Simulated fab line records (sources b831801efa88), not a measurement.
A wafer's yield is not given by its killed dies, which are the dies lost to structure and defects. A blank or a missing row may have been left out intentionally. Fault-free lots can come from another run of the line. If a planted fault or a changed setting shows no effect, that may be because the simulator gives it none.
fab line records	flow sky130
[record] lots = 6	wafers = 17	lastDay = 50
route steps=708 shown VT_ADJUST_PCH@151 SONOS_TUNNEL@154 PAD_OPEN@708
lots with no fault: from the same line, run without faults
startH: hours from the record's opening day to when the first of the lot's shown wafers began	waitH: hours elapsed since this lot's preceding step	" unchanged from the row above	L1.1+2: a single row standing in for several wafers	- either no value or no given start	* or withheld: withheld	< > ~ a bound
route shown NAME@n: names a module that has steps shown in the file, with the first one's number in the route	usual: the fault-free wafers' mean and standard deviation	same: alike in all rows	chamber/n: place in a boat	sites: each site's reading	_std_site: standard deviation across them	_edge_site: the outer-site mean with the inner-site mean subtracted	radiusMm: how far each site lies from the wafer's centre	mask NAME#n: copy n	behind: the most recent tool/chamber to have shaped the wafer	hold: what put the lot on hold/how long, in hours/how the hold closed	device: transistor that didn't switch, given as n, p or np	end of line: the same wafers' tests at the end of the route	a step with no rows: only its recipe	killed: at the first sort, the dies lost to defects and structure; wafer yield is something else	map: a wafer's dies, x killed, . not, _ none there
set.NAME: the run value of the setting; set.NAME@STEP: its run value at that earlier step	model.NAME: the simulator's own value behind a step, which no gauge read
a table for each step, a row for each wafer; lots at some steps of the route
services: from which hour (startH, from the record's first day; less than 0 if before it) a tool's chamber was out of use, for how many hours, and why
[[steps]]
[step SKY_VT_ADJUST_PCH_IMPLANT_08]
[recipe] species = B	energyKev = 10	doseCm2 = 5e+11	tiltDeg = withheld
[step SKY_VT_ADJUST_PCH_STRIP_09]
[recipe] chemistry = O2/N2	powerW = 1400	pressureMtorr = 1500	platenTempC = withheld	o2FlowSccm = 3000	n2FlowSccm = 300	overashFraction = 0.5
[usual] drypumpMotorCurrentA = 5.9/0.61	oesProductAu = 0.722/0.0046	stripTimeToEndpointS = 37.00/0.09
[same] overashFraction = 0.5
lot.wafer	tool	chamber	startH	waitH	drypumpMotorCurrentA	oesProductAu	rfHoursCounterH	stripTimeToEndpointS
L282.3	plasmaAsher-02	0	233.18	0.1	6.1	0.721	-	36.98
L282.4	"	1	"	"	5.2	0.716	-	36.97
L282.5	"	1	"	"	5.1	0.714	-	37.06
L284.2	plasmaAsher-01	1	245.13	0.1	6.5	0.725	54	37.04
L284.4	"	0	"	"	5.4	0.726	-	37.04
L284.5	"	0	"	"	5.4	0.726	-	37.02
L292.2	plasmaAsher-01	0	316.74	0.1	5.3	0.714	61	36.95
L292.3	"	0	"	"	5.3	0.731	-	36.99
L292.6	"	1	"	"	6.5	0.728	-	36.84
L295.1	plasmaAsher-02	0	331.44	0.1	6.1	0.726	65	37.00
L295.3	"	1	"	"	5.1	0.713	-	37.03
L302.1	plasmaAsher-01	1	389.19	0.1	6.6	0.717	69	37.03
L302.3	"	0	"	"	5.3	0.721	-	36.99
L302.4	"	1	"	"	6.6	0.723	-	37.09
L303.3	plasmaAsher-01	0	397.32	0.1	5.3	0.724	-	36.85
L303.4	"	1	"	"	6.5	0.718	-	36.98
L303.6	"	0	"	"	5.3	0.733	-	36.82
[step SKY_VT_ADJUST_PCH_TW_MEAS_10]
[usual] VT_ADJUST_PCH_TW = 140.7/1
lot.wafer	tool	chamber	startH	waitH	VT_ADJUST_PCH_TW
L282.3	filmMetro-02	-	233.26	0.1	140.9
L282.4	"	-	"	"	140.9
L282.5	"	-	"	"	141.1
L284.2	filmMetro-02	-	245.24	0.1	141.0
L284.4	"	-	"	"	140.7
L284.5	"	-	"	"	141.3
L292.2	filmMetro-03	-	316.85	0.1	140.3
L292.3	"	-	"	"	140.1
L292.6	"	-	"	"	139.8
L295.1	filmMetro-02	-	331.54	0.1	140.4
L295.3	"	-	"	"	140.9
L302.1	filmMetro-03	-	389.29	0.1	139.6
L302.3	"	-	"	"	138.7
L302.4	"	-	"	"	140.4
L303.3	filmMetro-03	-	397.41	0.1	139.6
L303.4	"	-	"	"	140.3
L303.6	"	-	"	"	138.9
[step SKY_SONOS_TUNNEL_DEHYDRATE_00]
[recipe] tempC = 200	timeS = 60
[step SKY_SONOS_TUNNEL_HMDS_01]
[recipe] primeTimeS = 60	primeTempC = 120
[step SKY_SONOS_TUNNEL_COAT_02]
[recipe] resist = NOVOLAK	spinRpm = 3000	resistThkNm = 1140
[step SKY_SONOS_TUNNEL_SOFTBAKE_03]
[recipe] tempC = 90	timeS = 60	resist = NOVOLAK
[step SKY_SONOS_TUNNEL_EXPOSE_04]
[recipe] maskId = TUNM	na = 0.6	sourceShape = conventional	sigmaOuter = 0.6	polarization = unpolarized	targetCdNm = 410	doseMj = 136
[step SKY_SONOS_TUNNEL_PEB_05]
[recipe] tempC = withheld	timeS = *	resist = NOVOLAK
[step SKY_SONOS_TUNNEL_DEVELOP_06]
[recipe] resist = NOVOLAK	developer = TMAH	developTimeS = 60	devTempC = 23
[step SKY_SONOS_TUNNEL_CD_MEAS_07]
[recipe] targetCdNm = 410
[usual] cdNm = 410.5/2.1
lot.wafer	tool	chamber	startH	waitH	cdNm
L282.3	cdSem-02	-	255.80	0.1	409.8
L282.4	"	-	"	"	410.5
L282.5	"	-	"	"	409.7
L284.2	cdSem-02	-	268.73	0.1	407.3
L284.4	"	-	"	"	408.1
L284.5	"	-	"	"	411.8
L292.2	cdSem-02	-	343.61	0.1	410.7
L292.3	"	-	"	"	409.1
L292.6	"	-	"	"	409.0
L295.1	cdSem-02	-	358.91	0.2	413.3
L295.3	"	-	"	"	414.3
L302.1	cdSem-01	-	418.96	0.1	410.1
L302.3	"	-	"	"	411.5
L302.4	"	-	"	"	409.9
L303.3	cdSem-02	-	426.95	0.2	411.7
L303.4	"	-	"	"	410.3
L303.6	"	-	"	"	410.6
[step SKY_SONOS_TUNNEL_OVL_MEAS_08]
[usual] SONOS_TUNNEL_OVL = -0.6/1.4
lot.wafer	tool	chamber	startH	waitH	SONOS_TUNNEL_OVL[nm]
L282.3	overlay-01	-	255.89	0.1	-0.4
L282.4	"	-	"	"	-0.5
L282.5	"	-	"	"	-0.3
L284.2	overlay-02	-	268.83	0.1	-0.8
L284.4	"	-	"	"	-0.6
L284.5	"	-	"	"	-0.7
L292.2	overlay-02	-	343.71	0.1	-1.0
L292.3	"	-	"	"	2.5
L292.6	"	-	"	"	1.2
L295.1	overlay-02	-	359.03	0.1	0.1
L295.3	"	-	"	"	0.0
L302.1	overlay-01	-	419.08	0.1	-1.4
L302.3	"	-	"	"	-2.1
L302.4	"	-	"	"	-1.3
L303.3	overlay-01	-	427.04	0.1	-2.2
L303.4	"	-	"	"	-3.5
L303.6	"	-	"	"	-2.1
[step SKY_SONOS_TUNNEL_IMPLANT_09]
[recipe] species = B	energyKev = 20	doseCm2 = 1e+12	tiltDeg = withheld
[usual] beamOnS = 9.97/0.2	faradayCurrentUA = 5.65/0.11
[same] implantIonAmu = 11
lot.wafer	tool	chamber	startH	waitH	beamOnS	faradayCurrentUA
L282.3	implanter-01	0	255.96	0.1	9.99	5.65
L282.4	"	0	"	"	9.73	5.79
L282.5	"	0	"	"	9.96	5.66
L284.2	implanter-01	0	268.89	0.0	10.01	5.63
L284.4	"	0	"	"	10.05	5.61
L284.5	"	0	"	"	9.56	5.88
L292.2	implanter-04	0	343.77	0.0	9.98	5.64
L292.3	"	0	"	"	7.61	7.40
L292.6	"	0	"	"	9.72	5.81
L295.1	implanter-04	0	359.06	0.0	7.70	7.32
L295.3	"	0	"	"	7.81	7.21
L302.1	implanter-03	0	419.11	0.0	10.28	5.44
L302.3	"	0	"	"	10.21	5.51
L302.4	"	0	"	"	9.89	5.73
L303.3	implanter-03	0	427.11	0.1	9.73	5.78
L303.4	"	0	"	"	9.98	5.64
L303.6	"	0	"	"	10.24	5.52
[step SKY_SONOS_TUNNEL_WET_ETCH_10]
[recipe] chemistry = dHF	targetDepthNm = 14	target = SiO2	dilution = 100:1	tempC = 25	timeS = 280
[step SKY_SONOS_TUNNEL_STRIP_11]
[recipe] chemistry = SPM	timeS = 600	tempC = 130
[step SKY_SONOS_TUNNEL_TW_MEAS_12]
[usual] SONOS_TUNNEL_TW = 196.2/1.5
lot.wafer	tool	chamber	startH	waitH	SONOS_TUNNEL_TW
L282.3	filmMetro-04	-	256.41	0.0	195.2
L282.4	"	-	"	"	196.1
L282.5	"	-	"	"	196.0
L284.2	filmMetro-01	-	269.28	0.0	198.3
L284.4	"	-	"	"	197.7
L284.5	"	-	"	"	197.9
L292.2	filmMetro-04	-	344.17	0.0	194.9
L292.3	"	-	"	"	181.3
L292.6	"	-	"	"	195.1
L295.1	filmMetro-02	-	359.48	0.0	181.0
L295.3	"	-	"	"	180.9
L302.1	filmMetro-04	-	419.56	0.0	195.6
L302.3	"	-	"	"	195.2
L302.4	"	-	"	"	196.3
L303.3	filmMetro-02	-	427.52	0.0	195.3
L303.4	"	-	"	"	196.3
L303.6	"	-	"	"	196.6
[step SKY_SONOS_TUNNEL_CLEAN_13]
[recipe] chemistry = dHF	timeS = 20	dilution = 100:1	dry = ipaMarangoni
[step SKY_PAD_OPEN_PROBE_99]
[usual] killed_at_M0_to_M3 = 43/7.2	killed_at_M4_up = 3.3/1.8	killedAtContacts = 23/5.5	killedAtFrontEnd = 16/5.1	killedAtOther = 0.4/0.65	killedDies = 85/10	killedOpen = 46/7.1	killedShort = 38/7.2
[same] grossDies = 492	killedAtBackSide = 0
lot.wafer	tool	chamber	startH	waitH	killed_at_M0_to_M3	killed_at_M4_up	killedAtContacts	killedAtFrontEnd	killedAtOther	killedDies	killedOpen	killedShort	model.etest.sonosUncharged.vtV
L282.3	prober-01	-	1076.58	0.2	45	1	25	17	1	89	47	42	-0.4009
L282.4	prober-01	-	1076.63	0.2	40	4	20	28	0	92	37	52	-0.4284
L282.5	prober-01	-	1076.68	0.2	32	3	30	15	1	81	47	33	-0.4645
L284.2	prober-02	-	1105.87	0.1	52	6	22	11	0	91	47	44	-0.4079
L284.4	prober-02	-	1105.97	0.2	43	5	25	12	1	86	43	43	-0.4131
L284.5	prober-02	-	1106.02	0.2	59	6	21	15	0	101	56	43	-0.4491
L292.2	prober-02	-	1142.86	0.1	51	7	20	13	2	93	45	48	-0.4258
L292.3	prober-02	-	1142.91	0.2	37	4	20	9	1	71	37	34	-0.4843
L292.6	prober-02	-	1143.06	0.2	33	4	23	20	0	80	42	38	-0.4506
L295.1	prober-01	-	1155.79	0.1	53	2	26	14	1	96	55	41	-0.5062
L295.3	prober-01	-	1155.89	0.2	38	4	20	15	0	77	47	30	-0.5195
L302.1	prober-01	-	1187.45	0.1	36	9	25	20	0	90	41	48	-0.4409
L302.3	prober-01	-	1187.55	0.2	47	2	24	14	0	87	38	49	-0.422
L302.4	prober-01	-	1187.60	0.2	38	4	15	13	0	70	40	30	-0.4298
L303.3	prober-01	-	1191.86	0.2	34	4	31	17	0	86	38	48	-0.435
L303.4	prober-01	-	1191.91	0.2	26	1	38	14	0	79	47	32	-0.3773
L303.6	prober-01	-	1192.01	0.2	47	3	28	17	0	95	48	47	-0.3999
// killed by level:class
L282.3 VIA1:geometricParticle:open=11 FIELD_ISO:geometricParticle:open=7 LI_CONTACT:geometricParticle:open=7 CONTACT:geometricParticle:short=7 METAL1:geometricParticle:short=7 METAL2:geometricParticle:short=7 VIA2:geometricParticle:open=6 VIA3:geometricParticle:open=6
L282.4 POLY_GATE:geometricParticle:short=10 VIA1:geometricParticle:open=9 CONTACT:geometricParticle:open=8 FIELD_ISO:geometricParticle:short=6 METAL2:geometricParticle:short=6 POLY_GATE:geometricParticle:open=5 METAL1:geometricParticle:short=5 METAL3:geometricParticle:short=5
L282.5 LI_CONTACT:geometricParticle:open=17 CONTACT:geometricParticle:open=8 VIA3:geometricParticle:open=6 FIELD_ISO:geometricParticle:short=5 FIELD_ISO:geometricParticle:open=4 METAL1:geometricParticle:short=4 VIA1:geometricParticle:open=4 VIA2:geometricParticle:open=4
L284.2 VIA3:geometricParticle:open=10 VIA2:geometricParticle:open=9 CONTACT:geometricParticle:open=7 METAL2:geometricParticle:short=7 VIA1:geometricParticle:open=6 LI_CONTACT:geometricParticle:open=5 CONTACT:geometricParticle:short=5 METAL1:geometricParticle:short=5
L284.4 VIA1:geometricParticle:open=14 CONTACT:geometricParticle:open=9 METAL2:geometricParticle:short=7 LI_CONTACT:geometricParticle:open=7 LI_CONTACT:geometricParticle:short=5 VIA3:geometricParticle:open=4 METAL1:geometricParticle:short=4 VIA1:geometricParticle:short=4
L284.5 VIA1:geometricParticle:open=19 VIA1:geometricParticle:short=9 CONTACT:geometricParticle:open=6 LI_CONTACT:geometricParticle:open=6 METAL1:geometricParticle:short=6 VIA3:geometricParticle:open=6 VIA3:geometricParticle:short=5 VIA2:geometricParticle:open=5
L292.2 VIA1:geometricParticle:open=11 METAL1:geometricParticle:short=7 VIA3:geometricParticle:open=7 METAL4:geometricParticle:short=6 LI_CONTACT:geometricParticle:open=6 FIELD_ISO:geometricParticle:open=5 VIA1:geometricParticle:short=5 METAL2:geometricParticle:short=5
L292.3 VIA1:geometricParticle:open=9 CONTACT:geometricParticle:open=6 LI_CONTACT:geometricParticle:open=5 CONTACT:geometricParticle:short=5 METAL2:geometricParticle:short=5 VIA2:geometricParticle:open=5 LOCAL_INTERCONNECT:geometricParticle:short=4 METAL1:geometricParticle:short=4
L292.6 CONTACT:geometricParticle:open=10 VIA1:geometricParticle:open=8 FIELD_ISO:geometricParticle:open=7 METAL1:geometricParticle:short=7 LI_CONTACT:geometricParticle:open=6 POLY_GATE:geometricParticle:short=5 VIA3:geometricParticle:short=5 METAL4:geometricParticle:short=4
L295.1 VIA1:geometricParticle:open=17 VIA3:geometricParticle:open=12 CONTACT:geometricParticle:short=10 CONTACT:geometricParticle:open=9 FIELD_ISO:geometricParticle:short=5 METAL1:geometricParticle:short=5 FIELD_ISO:geometricParticle:open=4 VIA2:geometricParticle:open=4
L295.3 CONTACT:geometricParticle:open=11 METAL2:geometricParticle:short=8 VIA1:geometricParticle:open=7 VIA3:geometricParticle:open=7 FIELD_ISO:geometricParticle:open=6 LI_CONTACT:geometricParticle:open=6 VIA3:geometricParticle:short=3 POLY_GATE:geometricParticle:open=3
L302.1 CONTACT:geometricParticle:open=9 VIA3:geometricParticle:open=8 METAL4:geometricParticle:short=8 POLY_GATE:geometricParticle:short=6 CONTACT:geometricParticle:short=5 LOCAL_INTERCONNECT:geometricParticle:short=4 POLY_GATE:geometricParticle:open=4 METAL3:geometricParticle:short=4
L302.3 CONTACT:geometricParticle:open=9 VIA1:geometricParticle:open=9 POLY_GATE:geometricParticle:short=7 METAL1:geometricParticle:short=7 VIA1:geometricParticle:short=6 VIA3:geometricParticle:open=6 LOCAL_INTERCONNECT:geometricParticle:short=5 METAL3:geometricParticle:short=5
L302.4 VIA1:geometricParticle:open=10 LI_CONTACT:geometricParticle:open=5 VIA3:geometricParticle:open=5 VIA1:geometricParticle:short=5 VIA2:geometricParticle:open=5 VIA3:geometricParticle:short=5 POLY_GATE:geometricParticle:open=4 CONTACT:geometricParticle:open=3
L303.3 CONTACT:geometricParticle:open=10 LI_CONTACT:geometricParticle:short=7 VIA3:geometricParticle:open=7 CONTACT:geometricParticle:short=6 METAL2:geometricParticle:short=6 POLY_GATE:geometricParticle:short=5 VIA1:geometricParticle:open=5 POLY_GATE:geometricParticle:open=4
L303.4 CONTACT:geometricParticle:open=15 LI_CONTACT:geometricParticle:open=12 POLY_GATE:geometricParticle:short=6 LOCAL_INTERCONNECT:geometricParticle:short=5 VIA1:geometricParticle:open=4 VIA1:geometricParticle:short=4 METAL2:geometricParticle:short=4 POLY_GATE:geometricParticle:open=3
L303.6 CONTACT:geometricParticle:open=10 VIA1:geometricParticle:open=10 METAL1:geometricParticle:short=9 POLY_GATE:geometricParticle:open=7 LI_CONTACT:geometricParticle:open=7 FIELD_ISO:geometricParticle:short=4 LI_CONTACT:geometricParticle:short=4 VIA3:geometricParticle:short=4
[[services]]
tool	chamber	startH	hours	kind
implanter-01	-	209.83	18.8	pm
implanter-03	-	239.13	3.8	pm
implanter-01	-	239.27	3.7	repair
implanter-04	-	267.89	0.7	repair
implanter-04	-	275.39	4.4	pm
implanter-03	-	281.23	3.5	repair
implanter-03	-	287.48	3.6	pm
plasmaAsher-02	-	305.05	2.2	repair
implanter-03	-	333.57	0.6	repair
implanter-03	-	396.57	4.8	repair
plasmaAsher-01	-	418.07	4.5	repair
plasmaAsher-02	-	421.31	9.0	pm
plasmaAsher-02	0	421.31	9.0	ventCycle
plasmaAsher-02	1	421.31	9.0	ventCycle
[[key]]
[firstSign] step = SKY_SONOS_TUNNEL_IMPLANT_09	reading = faradayCurrentUA	direction = up	sigmas = 15	usual = 5.65	struck = 7.31
[effect] step = SKY_SONOS_TUNNEL_IMPLANT_09	reading = beamOnS	direction = down	sigmas = 12	usual = 9.97	struck = 7.71
[effect] step = SKY_SONOS_TUNNEL_TW_MEAS_12	reading = SONOS_TUNNEL_TW	direction = down	sigmas = 10	usual = 196.2	struck = 181.1
[modelEffect] step = SKY_PAD_OPEN_PROBE_99	value = etest.sonosUncharged.vtV	without = -0.4445	struck = -0.5033
metAt SKY_SONOS_TUNNEL_IMPLANT_09
struckWafers L292.3,L295.1,L295.3
testerLeftOut L292,L295
[fault] kind = processParameterDrift	tool = implanter-04	chamber = -	onsetH = 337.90	steps = SKY_SONOS_TUNNEL_IMPLANT_09	channel = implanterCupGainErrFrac	offset = 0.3	shape = step	endH = 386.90	scope = struckWafersOnly
// testerLeftOut: of these lots the tester's yield and bins aren't shown, on N5 and GAA mostly nor the transistor test; their killed dies are dies lost to structure and defects alone, not to doping, threshold or leakage, so they don't give the yield
